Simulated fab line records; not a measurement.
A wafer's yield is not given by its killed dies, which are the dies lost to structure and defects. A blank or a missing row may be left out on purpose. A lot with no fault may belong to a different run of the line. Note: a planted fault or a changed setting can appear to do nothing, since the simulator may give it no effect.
Struck lot and sound lot, side by side | flow sky130 | 15 steps out of a route of 708
Sound: these wafers, L860.1, L860.2, L860.5. Wafers L859.2, L859.3, L859.4 were the ones struck. The cause is given at the end.
Per side, at each step with rows, come the tool, then ch with its chambers, and then its first start. Under that, the readings that differ: sound wafers | struck wafers | difference of the means | sigmas: that difference in standard deviations of wafers without a fault.
alike: same words and numbers on both sides, and readings whose means sit less than 2 such deviations apart. not compared: any withheld reading, any reading some wafer has no value for, any bound like >300 that may hide the same value, and any number with overlapping values for which the record gives no deviation.
The two part at a step that has a row with sigmas, a row that says differs or no value, or rows on one side only. Non-overlapping numbers with no deviation appear without sigmas and do not part them. A reading that every wafer of one side lacks parts them only if that side has two wafers or more.

first, 7 steps without rows for these wafers: SKY_FIELD_ISO_HMDS_06 (prime time 60 s); SKY_FIELD_ISO_COAT_07 (resist thk 60 nm); SKY_FIELD_ISO_COAT_08 (resist thk 450 nm); SKY_FIELD_ISO_SOFTBAKE_09 (time 90 s); SKY_FIELD_ISO_EXPOSE_10 (exposes mask FOM, target cd 150 nm); SKY_FIELD_ISO_PEB_11; SKY_FIELD_ISO_DEVELOP_12 (develop time 60 s).
SKY_FIELD_ISO_CD_MEAS_13: the cd target is 150 nm.
  struck on cdSem-01, day 3 13:13; sound on cdSem-02, day 3 21:58
  alike: cdNm
SKY_FIELD_ISO_ETCH_14: etches BARC in N2/H2, stops on SiO2, time 45.9 s, target depth 60 nm.
  sound on rieDiel-02 ch 1,2,3, day 3 22:05; struck on rieDiel-01 ch 0,1,2, day 3 13:19
reading        | sound          | struck         | difference | sigmas
runLengthS (s) | 73.6 73.6 73.7 | 74.1 74.9 74.3 | +0.8       | +2
  alike: drypumpMotorCurrentA, oesProductAu, throttleValvePct
  not compared: rfHoursCounterH
SKY_FIELD_ISO_ETCH_15: etches the open film in CHF3/O2, stops on Si, target depth 180 nm, time 72 s.
  sound on rieDiel-02 ch 1,2,3, day 3 22:08; struck on rieDiel-01 ch 0,1,2, day 3 13:21
  alike: drypumpMotorCurrentA, oesProductAu, runLengthS, throttleValvePct
  not compared: rfHoursCounterH
SKY_FIELD_ISO_STRIP_16: strips in O2/N2.
  sound on plasmaAsher-02 ch 0,1, day 3 22:11; struck on plasmaAsher-02 ch 0,1, day 3 13:25
  alike: drypumpMotorCurrentA, oesProductAu, stripTimeToEndpointS
  not compared: rfHoursCounterH
SKY_FIELD_ISO_ETCH_17: etches Si in HBr/Cl2/O2, target depth 342 nm, time 97.7 s.
  sound on rieSi-01 ch 1,3, day 3 22:17; struck on rieSi-02 ch 0,1, day 3 13:31
  alike: drypumpMotorCurrentA, oesProductAu, runLengthS, throttleValvePct
  not compared: rfHoursCounterH
SKY_FIELD_ISO_WET_ETCH_18: etches Si3N4 in H3PO4, target depth 25 nm, time 286 s.
  sound on wetBench-03 ch 0, day 3 22:22; struck on wetBench-01 ch 0, day 3 13:35
reading        | sound             | struck            | difference | sigmas
runLengthS (s) | 310.7 310.7 310.7 | 334.6 334.6 334.6 | +23.9      | +8
then, 2 steps without rows for these wafers: SKY_FIELD_ISO_CLEAN_19 (cleans in SC1/SC2, time 150 s); SKY_PAD_OPEN_PROBE_99.

== WHERE THEY PART ==
Earliest at SKY_FIELD_ISO_ETCH_14; latest, in this record, at SKY_FIELD_ISO_WET_ETCH_18.

WHY: whatever the simulator had introduced
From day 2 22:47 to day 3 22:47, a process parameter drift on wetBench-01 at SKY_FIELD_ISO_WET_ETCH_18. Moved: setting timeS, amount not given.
